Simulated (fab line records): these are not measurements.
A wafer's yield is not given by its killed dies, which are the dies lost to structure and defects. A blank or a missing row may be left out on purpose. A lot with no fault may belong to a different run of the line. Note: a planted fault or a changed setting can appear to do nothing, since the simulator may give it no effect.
fab line records ; flow gf180mcu ; part 1 of 2: steps 1 to 29 of 41
record lots=5; wafers=15; lastDay=32
route steps=602 shown MIM@508 M5@526 V5@540
lots with no fault: from the same line, run without faults
startH: the number of hours between the record's first day and the start of the first shown wafer of the lot ; waitH: hours from the lot's prior step to this one ; " same as the row above ; L1.1+2: several wafers, shown together as one row ; - either no value or no given start ; * or withheld: withheld ; < > ~ a bound
route shown NAME@n: NAME is a module with steps in the file, n the number in the route of the first one ; usual: average and standard deviation across the fault-free wafers ; same: alike in all rows ; chamber/n: place in a boat ; sites: per-site readings ; _std_site: the values' standard deviation ; _edge_site: mean of outer sites minus mean of inner sites ; radiusMm: for every site, how far away it sits from the centre of the wafer ; mask NAME#n: copy n ; behind: the most recent tool/chamber to have shaped the wafer ; hold: cause of the lot's hold/its duration in hours/its outcome ; device: which transistor (n, p or np) failed to switch ; end of line: tests run on the same wafers once the route is complete ; a step with no rows: only its recipe ; killed: count of dies lost to structure and defects at first sort (not the wafer's yield) ; map: dies across one wafer; x = killed, . = not, _ = none there
set.NAME: the run value of the setting; set.NAME@STEP: its run value at that earlier step ; model.NAME: the simulator's own value behind a step, which no gauge read
lots at selected steps of the route; one table per step, one row per wafer
services: the hour from which a tool's chamber was out of use, counted from the record's first day as startH (under 0 if before that day), plus the number of hours and why
## steps
# step GF_MIM_CVD_05
# recipe material=Si3N4; targetThkNm=42; tempMaxC=400; tempC=385; timeS=29.086; rfW=450
# usual heaterPowerW=660/110
lot.wafer;tool;chamber;startH;waitH;heaterPowerW
L075.1;pecvd-02;0;572.43;0.0;512
L075.4;pecvd-02;0;572.43;0.0;507
L075.5;pecvd-02;2;572.43;0.0;759
L076.2;pecvd-02;2;580.00;0.0;770
L076.3;pecvd-02;0;580.00;0.0;470
L076.6;pecvd-02;0;580.00;0.0;473
L077.2;pecvd-01;1;585.40;0.0;652
L077.5;pecvd-01;1;585.40;0.0;642
L077.6;pecvd-01;0;585.40;0.0;644
L081.3;pecvd-01;1;618.67;0.0;773
L081.5;pecvd-01;1;618.67;0.0;781
L081.6;pecvd-01;0;618.67;0.0;615
L087.2;pecvd-03;1;671.47;0.0;800
L087.3;pecvd-03;2;671.47;0.0;603
L087.6;pecvd-03;0;671.47;0.0;533
# step GF_MIM_THK_MEAS_06
# recipe reads=Si3N4_of_MIM_CVD_05
# usual MIM_CVD_05_THK=41.8/0.57
lot.wafer;tool;chamber;startH;waitH;MIM_CVD_05_THK[nm]
L075.1;filmMetro-01;-;572.46;0.0;41.8
L075.4;filmMetro-01;-;572.46;0.0;42.3
L075.5;filmMetro-01;-;572.46;0.0;42.8
L076.2;filmMetro-01;-;580.04;0.0;42.1
L076.3;filmMetro-01;-;580.04;0.0;41.6
L076.6;filmMetro-01;-;580.04;0.0;41.9
L077.2;filmMetro-02;-;585.44;0.0;41.3
L077.5;filmMetro-02;-;585.44;0.0;41.1
L077.6;filmMetro-02;-;585.44;0.0;41.4
L081.3;filmMetro-01;-;618.72;0.0;42.2
L081.5;filmMetro-01;-;618.72;0.0;42.3
L081.6;filmMetro-01;-;618.72;0.0;42.4
L087.2;filmMetro-04;-;671.51;0.0;41.1
L087.3;filmMetro-04;-;671.51;0.0;42.3
L087.6;filmMetro-04;-;671.51;0.0;42.5
# step GF_MIM_SPUTTER_07
# recipe material=TiN; targetThkNm=60; powerW=6500; timeS=50; chamberPressurePa=0.4
# usual throttleValvePct=30.5/1.1
lot.wafer;tool;chamber;startH;waitH;throttleValvePct
L075.1;pvdSputter-04;-;572.52;0.1;30.9
L075.4;pvdSputter-04;-;572.52;0.1;29.5
L075.5;pvdSputter-04;-;572.52;0.1;29.0
L076.2;pvdSputter-03;-;580.09;0.0;29.1
L076.3;pvdSputter-03;-;580.09;0.0;29.9
L076.6;pvdSputter-03;-;580.09;0.0;29.3
L077.2;pvdSputter-04;-;585.49;0.0;30.8
L077.5;pvdSputter-04;-;585.49;0.0;29.4
L077.6;pvdSputter-04;-;585.49;0.0;29.7
L081.3;pvdSputter-01;-;618.76;0.0;29.8
L081.5;pvdSputter-01;-;618.76;0.0;30.3
L081.6;pvdSputter-01;-;618.76;0.0;29.6
L087.2;pvdSputter-01;-;671.56;0.0;29.4
L087.3;pvdSputter-01;-;671.56;0.0;32.0
L087.6;pvdSputter-01;-;671.56;0.0;30.2
# step GF_MIM_SPUTTER_08
# recipe material=AlCu; targetThkNm=200; powerW=10600; timeS=10.6; chamberPressurePa=0.4
# usual throttleValvePct=30.5/1.1
lot.wafer;tool;chamber;startH;waitH;throttleValvePct
L075.1;pvdSputter-04;-;572.57;0.0;31.0
L075.4;pvdSputter-04;-;572.57;0.0;29.0
L075.5;pvdSputter-04;-;572.57;0.0;29.2
L076.2;pvdSputter-03;-;580.14;0.0;29.2
L076.3;pvdSputter-03;-;580.14;0.0;29.8
L076.6;pvdSputter-03;-;580.14;0.0;29.2
L077.2;pvdSputter-04;-;585.54;0.0;31.0
L077.5;pvdSputter-04;-;585.54;0.0;29.2
L077.6;pvdSputter-04;-;585.54;0.0;29.7
L081.3;pvdSputter-01;-;618.81;0.0;29.6
L081.5;pvdSputter-01;-;618.81;0.0;30.3
L081.6;pvdSputter-01;-;618.81;0.0;29.3
L087.2;pvdSputter-01;-;671.61;0.0;29.6
L087.3;pvdSputter-01;-;671.61;0.0;31.8
L087.6;pvdSputter-01;-;671.61;0.0;30.2
# step GF_MIM_SPUTTER_09
# recipe material=TiN; targetThkNm=35; powerW=6500; timeS=29.2; chamberPressurePa=0.4
# usual throttleValvePct=30.5/1.1
lot.wafer;tool;chamber;startH;waitH;throttleValvePct
L075.1;pvdSputter-04;-;572.59;0.0;30.9
L075.4;pvdSputter-04;-;572.59;0.0;28.9
L075.5;pvdSputter-04;-;572.59;0.0;29.1
L076.2;pvdSputter-03;-;580.16;0.0;29.3
L076.3;pvdSputter-03;-;580.16;0.0;30.1
L076.6;pvdSputter-03;-;580.16;0.0;29.2
L077.2;pvdSputter-04;-;585.56;0.0;30.9
L077.5;pvdSputter-04;-;585.56;0.0;29.0
L077.6;pvdSputter-04;-;585.56;0.0;29.6
L081.3;pvdSputter-01;-;618.83;0.0;29.7
L081.5;pvdSputter-01;-;618.83;0.0;30.1
L081.6;pvdSputter-01;-;618.83;0.0;29.3
L087.2;pvdSputter-01;-;671.63;0.0;29.5
L087.3;pvdSputter-01;-;671.63;0.0;31.9
L087.6;pvdSputter-01;-;671.63;0.0;30.3
# step GF_MIM_RS_MEAS_10
# recipe thkMeasGauge=four-point-probe; reads=TiN_of_MIM_SPUTTER_09+AlCu_of_MIM_SPUTTER_08+TiN_of_MIM_SPUTTER_07
# usual MIM_ALCU_RS=0.1612/0.0016
lot.wafer;tool;chamber;startH;waitH;MIM_ALCU_RS[ohm/sq]
L075.1;filmMetro-04;-;572.62;0.0;0.1585
L075.4;filmMetro-04;-;572.62;0.0;0.1620
L075.5;filmMetro-04;-;572.62;0.0;0.1613
L076.2;filmMetro-04;-;580.21;0.0;0.1614
L076.3;filmMetro-04;-;580.21;0.0;0.1641
L076.6;filmMetro-04;-;580.21;0.0;0.1634
L077.2;filmMetro-01;-;585.61;0.0;0.1569
L077.5;filmMetro-01;-;585.61;0.0;0.1605
L077.6;filmMetro-01;-;585.61;0.0;0.1595
L081.3;filmMetro-04;-;618.90;0.1;0.1625
L081.5;filmMetro-04;-;618.90;0.1;0.1614
L081.6;filmMetro-04;-;618.90;0.1;0.1622
L087.2;filmMetro-01;-;671.68;0.0;0.1589
L087.3;filmMetro-01;-;671.68;0.0;0.1599
L087.6;filmMetro-01;-;671.68;0.0;0.1592
# step GF_MIM_THK_MEAS_11
# recipe thkMeasGauge=xrf; reads=AlCu_of_MIM_SPUTTER_08
# usual MIM_ALCU_THK=201.5/2.1
lot.wafer;tool;chamber;startH;waitH;MIM_ALCU_THK[nm]
L075.1;filmMetro-04;-;572.74;0.1;204.5
L075.4;filmMetro-04;-;572.74;0.1;202.1
L075.5;filmMetro-04;-;572.74;0.1;203.0
L076.2;filmMetro-04;-;580.32;0.1;200.3
L076.3;filmMetro-04;-;580.32;0.1;197.4
L076.6;filmMetro-04;-;580.32;0.1;199.1
L077.2;filmMetro-01;-;585.72;0.1;206.7
L077.5;filmMetro-01;-;585.72;0.1;201.0
L077.6;filmMetro-01;-;585.72;0.1;203.3
L081.3;filmMetro-04;-;619.00;0.1;199.8
L081.5;filmMetro-04;-;619.00;0.1;199.9
L081.6;filmMetro-04;-;619.00;0.1;199.2
L087.2;filmMetro-01;-;671.79;0.1;204.4
L087.3;filmMetro-01;-;671.79;0.1;203.5
L087.6;filmMetro-01;-;671.79;0.1;204.0
# step GF_MIM_DEHYDRATE_12
# recipe tempC=200; timeS=60
lot.wafer;tool;chamber;startH;waitH
L075.1+4+5;lithoTrack-02;0;582.95;10.2
L076.2+3+6;lithoTrack-04;0;590.26;9.9
L077.2+5+6;lithoTrack-04;0;595.36;9.6
L081.3+5+6;lithoTrack-01;0;628.89;9.9
L087.2+3+6;lithoTrack-02;0;680.92;9.1
# step GF_MIM_HMDS_13
# recipe primeTimeS=60; primeTempC=120
lot.wafer;tool;chamber;startH;waitH
L075.1+4+5;lithoTrack-02;0;583.10;0.1
L076.2+3+6;lithoTrack-04;0;590.41;0.1
L077.2+5+6;lithoTrack-04;0;595.51;0.1
L081.3+5+6;lithoTrack-01;0;629.04;0.1
L087.2+3+6;lithoTrack-02;0;681.07;0.1
# step GF_MIM_COAT_14
# recipe resist=NOVOLAK; spinRpm=3000; resistThkNm=1000
lot.wafer;tool;chamber;startH;waitH
L075.1+4+5;lithoTrack-02;0;583.25;0.1
L076.2+3+6;lithoTrack-04;0;590.56;0.1
L077.2+5+6;lithoTrack-04;0;595.66;0.1
L081.3+5+6;lithoTrack-01;0;629.19;0.1
L087.2+3+6;lithoTrack-02;0;681.22;0.1
# step GF_MIM_SOFTBAKE_15
# recipe tempC=90; timeS=60; resist=NOVOLAK
lot.wafer;tool;chamber;startH;waitH
L075.1+4+5;lithoTrack-02;0;583.40;0.1
L076.2+3+6;lithoTrack-04;0;590.71;0.1
L077.2+5+6;lithoTrack-04;0;595.81;0.1
L081.3+5+6;lithoTrack-01;0;629.34;0.1
L087.2+3+6;lithoTrack-02;0;681.37;0.1
# step GF_MIM_EXPOSE_16
# recipe maskId=FuseTop; targetCdNm=2000; na=0.6; sourceShape=conventional; sigmaOuter=0.6; doseMj=140
# usual reticleTempC=23.02/0.095
# same sigmaOuter=0.6
lot.wafer;tool;chamber;startH;waitH;mask;reticleTempC
L075.1;ilineStepper-02;0;-;-;FuseTop#0;23.05
L075.4;ilineStepper-02;0;-;-;FuseTop#0;23.08
L075.5;ilineStepper-02;0;-;-;FuseTop#0;22.99
L076.2;ilineStepper-02;0;-;-;FuseTop#0;23.17
L076.3;ilineStepper-02;0;-;-;FuseTop#0;23.08
L076.6;ilineStepper-02;0;-;-;FuseTop#0;22.93
L077.2;ilineStepper-01;0;-;-;FuseTop#0;23.10
L077.5;ilineStepper-01;0;-;-;FuseTop#0;22.92
L077.6;ilineStepper-01;0;-;-;FuseTop#0;23.09
L081.3;ilineStepper-02;0;-;-;FuseTop#0;22.91
L081.5;ilineStepper-02;0;-;-;FuseTop#0;22.94
L081.6;ilineStepper-02;0;-;-;FuseTop#0;22.94
L087.2;ilineStepper-02;0;-;-;FuseTop#0;22.99
L087.3;ilineStepper-02;0;-;-;FuseTop#0;22.90
L087.6;ilineStepper-02;0;-;-;FuseTop#0;22.95
# step GF_MIM_PEB_17
# recipe tempC=withheld; timeS=*; resist=NOVOLAK
lot.wafer;tool;chamber;startH;waitH
L075.1+4+5;lithoTrack-01;0;-;-
L076.2+3+6;lithoTrack-04;0;-;-
L077.2+5+6;lithoTrack-04;0;-;-
L081.3+5+6;lithoTrack-02;0;-;-
L087.2+3+6;lithoTrack-02;0;-;-
# step GF_MIM_DEVELOP_18
# recipe developTimeS=61.43; devTempC=23
# same developTimeS=61.43
lot.wafer;tool;chamber;startH;waitH
L075.1+4+5;lithoTrack-01;0;593.74;0.1
L076.2+3+6;lithoTrack-04;0;600.76;0.1
L077.2+5+6;lithoTrack-04;0;606.36;0.1
L081.3+5+6;lithoTrack-02;0;639.20;0.1
L087.2+3+6;lithoTrack-02;0;690.87;0.1
# step GF_MIM_METAL_ETCH_19
# recipe chemistry=Cl2/BCl3; maskMaterial=NOVOLAK; stopOn=Si3N4; targetDepthNm=324.5; pressureMtorr=8; icpW=800; biasW=140; Cl2_flow_sccm=80; bcl3FlowSccm=40; timeS=54.1
# usual drypumpMotorCurrentA=5.9/0.42; oesProductAu=0.940/0.0063; throttleValvePct=28.285/0.01
lot.wafer;tool;chamber;startH;waitH;drypumpMotorCurrentA;oesProductAu;rfHoursCounterH;throttleValvePct
L075.1;rieMetal-04;1;593.89;0.1;5.3;0.947;0;28.272
L075.4;rieMetal-04;1;593.89;0.1;5.3;0.941;-;28.289
L075.5;rieMetal-04;0;593.89;0.1;6.3;0.940;-;28.293
L076.2;rieMetal-04;1;600.88;0.1;5.3;0.940;0;28.286
L076.3;rieMetal-04;0;600.88;0.1;6.3;0.939;-;28.281
L076.6;rieMetal-04;1;600.88;0.1;5.3;0.940;-;28.272
L077.2;rieMetal-04;1;606.48;0.1;5.2;0.947;0;28.264
L077.5;rieMetal-04;0;606.48;0.1;6.3;0.941;-;28.278
L077.6;rieMetal-04;1;606.48;0.1;5.3;0.951;-;28.285
L081.3;rieMetal-03;1;639.32;0.1;5.9;0.934;-;28.305
L081.5;rieMetal-03;1;639.32;0.1;5.9;0.943;-;28.283
L081.6;rieMetal-03;0;639.32;0.1;5.3;0.939;-;28.288
L087.2;rieMetal-04;1;691.02;0.1;5.3;0.951;-;28.282
L087.3;rieMetal-04;1;691.02;0.1;5.3;0.951;-;28.273
L087.6;rieMetal-04;1;691.02;0.1;5.3;0.947;-;28.285
# step GF_MIM_STRIP_20
# recipe chemistry=O2/N2; powerW=1400; pressureMtorr=1500; platenTempC=250; o2FlowSccm=3000; n2FlowSccm=300; overashFraction=0.5
# usual drypumpMotorCurrentA=6.0/0.54; heaterPowerW=326/28; oesProductAu=0.691/0.0048; stripTimeToEndpointS=11.22/0.049
lot.wafer;tool;chamber;startH;waitH;drypumpMotorCurrentA;heaterPowerW;oesProductAu;rfHoursCounterH;stripTimeToEndpointS
L075.1;plasmaAsher-03;1;593.96;0.0;6.2;352;0.696;100;11.29
L075.4;plasmaAsher-03;0;593.96;0.0;5.1;287;0.693;-;11.29
L075.5;plasmaAsher-03;0;593.96;0.0;5.2;278;0.699;-;11.23
L076.2;plasmaAsher-04;0;600.95;0.0;6.6;300;0.686;17;11.28
L076.3;plasmaAsher-04;0;600.95;0.0;6.7;286;0.683;-;11.21
L076.6;plasmaAsher-04;0;600.95;0.0;6.7;298;0.699;-;11.28
L077.2;plasmaAsher-04;1;606.55;0.0;5.4;342;0.692;18;11.26
L077.5;plasmaAsher-04;1;606.55;0.0;5.4;348;0.690;-;11.21
L077.6;plasmaAsher-04;0;606.55;0.0;6.6;295;0.691;-;11.30
L081.3;plasmaAsher-02;1;639.40;0.1;5.9;322;0.689;-;11.17
L081.5;plasmaAsher-02;0;639.40;0.1;6.2;355;0.693;-;11.17
L081.6;plasmaAsher-02;1;639.40;0.1;5.9;328;0.686;-;11.23
L087.2;plasmaAsher-04;1;691.14;0.1;5.4;349;0.696;27;11.29
L087.3;plasmaAsher-04;1;691.14;0.1;5.4;354;0.706;-;11.32
L087.6;plasmaAsher-04;0;691.14;0.1;6.7;293;0.694;-;11.28
# step GF_MIM_STRIP_21
# recipe chemistry=postEtchResidueRemover; timeS=1200; tempC=72.5
lot.wafer;tool;chamber;startH;waitH
L075.1+4+5;wetBench-02;1;594.06;0.1
L076.2+3+6;wetBench-02;1;601.05;0.1
L077.2+5+6;wetBench-02;3;606.65;0.1
L081.3+5+6;wetBench-04;1;639.47;0.0
L087.2+3+6;wetBench-01;1;691.24;0.1
# step GF_MIM_CLEAN_22
# recipe chemistry=DIW; dry=n2Spin
lot.wafer;tool;chamber;startH;waitH
L075.1+4+5;wetBench-01;1;594.43;0.0
L076.2+3+6;wetBench-01;2;601.39;0.0
L077.2+5+6;wetBench-01;0;606.99;0.0
L081.3+5+6;wetBench-02;1;640.15;0.0
L087.2+3+6;wetBench-04;2;691.58;0.0
# step GF_M5_DEHYDRATE_00
# recipe tempC=200; timeS=60
lot.wafer;tool;chamber;startH;waitH
L075.1+4+5;lithoTrack-04;0;604.68;10.2
L076.2+3+6;lithoTrack-04;0;611.16;9.7
L077.2+5+6;lithoTrack-03;0;616.94;9.8
L081.3+5+6;lithoTrack-01;0;649.64;9.4
L087.2+3+6;lithoTrack-04;0;700.36;8.7
# step GF_M5_HMDS_01
# recipe primeTimeS=60; primeTempC=120
lot.wafer;tool;chamber;startH;waitH
L075.1+4+5;lithoTrack-04;0;604.83;0.1
L076.2+3+6;lithoTrack-04;0;611.31;0.1
L077.2+5+6;lithoTrack-03;0;617.09;0.1
L081.3+5+6;lithoTrack-01;0;649.79;0.1
L087.2+3+6;lithoTrack-04;0;700.51;0.1
# step GF_M5_COAT_02
# recipe resist=KrF; spinRpm=withheld; resistThkNm=1000
lot.wafer;tool;chamber;startH;waitH
L075.1+4+5;lithoTrack-04;0;604.98;0.1
L076.2+3+6;lithoTrack-04;0;611.46;0.1
L077.2+5+6;lithoTrack-03;0;617.24;0.1
L081.3+5+6;lithoTrack-01;0;649.94;0.1
L087.2+3+6;lithoTrack-04;0;700.66;0.1
# step GF_M5_SOFTBAKE_03
# recipe tempC=130; timeS=60; resist=KrF
lot.wafer;tool;chamber;startH;waitH
L075.1+4+5;lithoTrack-04;0;605.13;0.1
L076.2+3+6;lithoTrack-04;0;611.61;0.1
L077.2+5+6;lithoTrack-03;0;617.39;0.1
L081.3+5+6;lithoTrack-01;0;650.09;0.1
L087.2+3+6;lithoTrack-04;0;700.81;0.1
# step GF_M5_EXPOSE_04
# recipe maskId=Metal5; targetCdNm=280; na=0.68; sourceShape=conventional; sigmaOuter=0.6; doseMj=28
# usual reticleTempC=23.02/0.1
# same sigmaOuter=0.6
lot.wafer;tool;chamber;startH;waitH;mask;reticleTempC
L075.1;krfScanner-01;0;-;-;Metal5#0;23.03
L075.4;krfScanner-01;0;-;-;Metal5#0;22.84
L075.5;krfScanner-01;0;-;-;Metal5#0;22.95
L076.2;krfScanner-01;0;-;-;Metal5#0;23.14
L076.3;krfScanner-01;0;-;-;Metal5#0;23.17
L076.6;krfScanner-01;0;-;-;Metal5#0;23.16
L077.2;krfScanner-02;0;-;-;Metal5#0;22.99
L077.5;krfScanner-02;0;-;-;Metal5#0;22.88
L077.6;krfScanner-02;0;-;-;Metal5#0;22.92
L081.3;krfScanner-01;0;-;-;Metal5#0;23.02
L081.5;krfScanner-01;0;-;-;Metal5#0;23.18
L081.6;krfScanner-01;0;-;-;Metal5#0;23.04
L087.2;krfScanner-02;0;-;-;Metal5#0;23.09
L087.3;krfScanner-02;0;-;-;Metal5#0;22.94
L087.6;krfScanner-02;0;-;-;Metal5#0;22.97
# step GF_M5_PEB_05
# recipe pebTempC=135; pebTimeS=90; resist=KrF
lot.wafer;tool;chamber;startH;waitH
L075.1+4+5;lithoTrack-01;0;-;-
L076.2+3+6;lithoTrack-03;0;-;-
L077.2+5+6;lithoTrack-03;0;-;-
L081.3+5+6;lithoTrack-03;0;-;-
L087.2+3+6;lithoTrack-04;0;-;-
# step GF_M5_DEVELOP_06
# recipe developTimeS=60; devTempC=21
# same developTimeS=60
lot.wafer;tool;chamber;startH;waitH
L075.1+4+5;lithoTrack-01;0;614.69;0.2
L076.2+3+6;lithoTrack-03;0;621.14;0.2
L077.2+5+6;lithoTrack-03;0;627.74;0.2
L081.3+5+6;lithoTrack-03;0;659.72;0.1
L087.2+3+6;lithoTrack-04;0;709.61;0.2
# step GF_M5_CD_MEAS_07
# recipe targetCdNm=280
# usual cdNm=279.6/0.97
lot.wafer;tool;chamber;startH;waitH;cdNm
L075.1;cdSem-02;-;614.84;0.1;279.8
L075.4;cdSem-02;-;614.84;0.1;280.6
L075.5;cdSem-02;-;614.84;0.1;280.0
L076.2;cdSem-01;-;621.29;0.1;279.8
L076.3;cdSem-01;-;621.29;0.1;280.0
L076.6;cdSem-01;-;621.29;0.1;280.2
L077.2;cdSem-02;-;627.89;0.1;278.9
L077.5;cdSem-02;-;627.89;0.1;279.5
L077.6;cdSem-02;-;627.89;0.1;277.9
L081.3;cdSem-02;-;659.86;0.1;278.3
L081.5;cdSem-02;-;659.86;0.1;279.6
L081.6;cdSem-02;-;659.86;0.1;279.4
L087.2;cdSem-01;-;709.75;0.1;277.5
L087.3;cdSem-01;-;709.75;0.1;276.8
L087.6;cdSem-01;-;709.75;0.1;277.5
# step GF_M5_OVL_MEAS_08
# usual M5_OVL=3/5.8
lot.wafer;tool;chamber;startH;waitH;M5_OVL[nm]
L075.1;overlay-01;-;614.96;0.1;18
L075.4;overlay-01;-;614.96;0.1;12
L075.5;overlay-01;-;614.96;0.1;11
L076.2;overlay-02;-;621.39;0.1;9
L076.3;overlay-02;-;621.39;0.1;10
L076.6;overlay-02;-;621.39;0.1;6
L077.2;overlay-01;-;627.99;0.1;-9
L077.5;overlay-01;-;627.99;0.1;-3
L077.6;overlay-01;-;627.99;0.1;-8
L081.3;overlay-01;-;659.95;0.1;0
L081.5;overlay-01;-;659.95;0.1;3
L081.6;overlay-01;-;659.95;0.1;8
L087.2;overlay-01;-;709.86;0.1;-8
L087.3;overlay-01;-;709.86;0.1;-8
L087.6;overlay-01;-;709.86;0.1;-9
# step GF_M5_ETCH_09
# recipe chemistry=CF4/O2; target=Si3N4; targetDepthNm=52; sourceW=800; biasW=150; pressureMtorr=150; cf4FlowSccm=80; O2_flow_sccm=10; timeS=11.6
# usual O2_flow_sccm=10.00/0.032; cf4FlowSccm=80.02/0.26; drypumpMotorCurrentA=5.7/0.54; oesProductAu=1.003/0.009; throttleValvePct=5.971/0.0097
lot.wafer;tool;chamber;startH;waitH;O2_flow_sccm;cf4FlowSccm;drypumpMotorCurrentA;oesProductAu;rfHoursCounterH;throttleValvePct
L075.1;rieDiel-04;1;614.99;0.0;9.96;80.31;5.5;1.003;2;5.946
L075.4;rieDiel-04;0;614.99;0.0;9.97;79.74;6.7;0.999;14;5.971
L075.5;rieDiel-04;2;614.99;0.0;10.05;79.54;5.4;1.005;-;5.966
L076.2;rieDiel-04;2;621.42;0.0;10.03;79.93;5.5;0.996;22;5.972
L076.3;rieDiel-04;1;621.42;0.0;9.98;80.09;5.5;1.001;2;5.972
L076.6;rieDiel-04;3;621.42;0.0;9.94;79.95;5.5;1.001;-;5.986
L077.2;rieDiel-01;0;628.02;0.0;10.00;79.56;4.9;1.007;7;5.967
L077.5;rieDiel-01;0;628.02;0.0;9.98;79.98;4.9;0.990;-;5.978
L077.6;rieDiel-01;1;628.02;0.0;9.99;80.01;6.1;1.011;-;5.975
L081.3;rieDiel-04;3;659.97;0.0;10.05;80.03;5.5;1.019;23;5.967
L081.5;rieDiel-04;0;659.97;0.0;9.93;80.34;6.7;1.012;-;5.965
L081.6;rieDiel-04;1;659.97;0.0;9.98;79.81;5.5;1.011;-;5.972
L087.2;rieDiel-04;0;709.89;0.0;9.98;80.15;6.7;0.995;17;5.951
L087.3;rieDiel-04;1;709.89;0.0;10.03;79.93;5.5;0.994;5;5.977
L087.6;rieDiel-04;1;709.89;0.0;9.97;80.60;5.5;1.005;-;5.976
# step GF_M5_METAL_ETCH_10
# recipe chemistry=Cl2/BCl3; maskMaterial=KrF; targetDepthNm=627.5; stopOn=SiO2; pressureMtorr=8; icpW=800; biasW=140; Cl2_flow_sccm=80; bcl3FlowSccm=40; timeS=104.6
# usual drypumpMotorCurrentA=5.5/0.35; oesProductAu=0.972/0.0068; throttleValvePct=28.250/0.0099
lot.wafer;tool;chamber;startH;waitH;drypumpMotorCurrentA;oesProductAu;rfHoursCounterH;throttleValvePct
L075.1;rieMetal-01;1;615.02;0.0;5.5;0.985;8;28.224
L075.4;rieMetal-01;0;615.02;0.0;5.3;0.983;-;28.238
L075.5;rieMetal-01;0;615.02;0.0;5.3;0.978;-;28.257
L076.2;rieMetal-03;0;621.45;0.0;5.3;0.963;2;28.257
L076.3;rieMetal-03;1;621.45;0.0;5.9;0.981;-;28.252
L076.6;rieMetal-03;1;621.45;0.0;5.9;0.980;-;28.241
L077.2;rieMetal-01;1;628.05;0.0;5.5;0.968;9;28.236
L077.5;rieMetal-01;0;628.05;0.0;5.3;0.975;-;28.236
L077.6;rieMetal-01;1;628.05;0.0;5.5;0.971;-;28.243
L081.3;rieMetal-04;1;660.04;0.1;5.3;0.963;-;28.262
L081.5;rieMetal-04;0;660.04;0.1;6.3;0.966;-;28.259
L081.6;rieMetal-04;1;660.04;0.1;5.3;0.966;-;28.259
L087.2;rieMetal-01;0;709.91;0.0;5.3;0.974;5;28.245
L087.3;rieMetal-01;1;709.91;0.0;5.5;0.976;-;28.233
L087.6;rieMetal-01;1;709.91;0.0;5.5;0.964;-;28.230
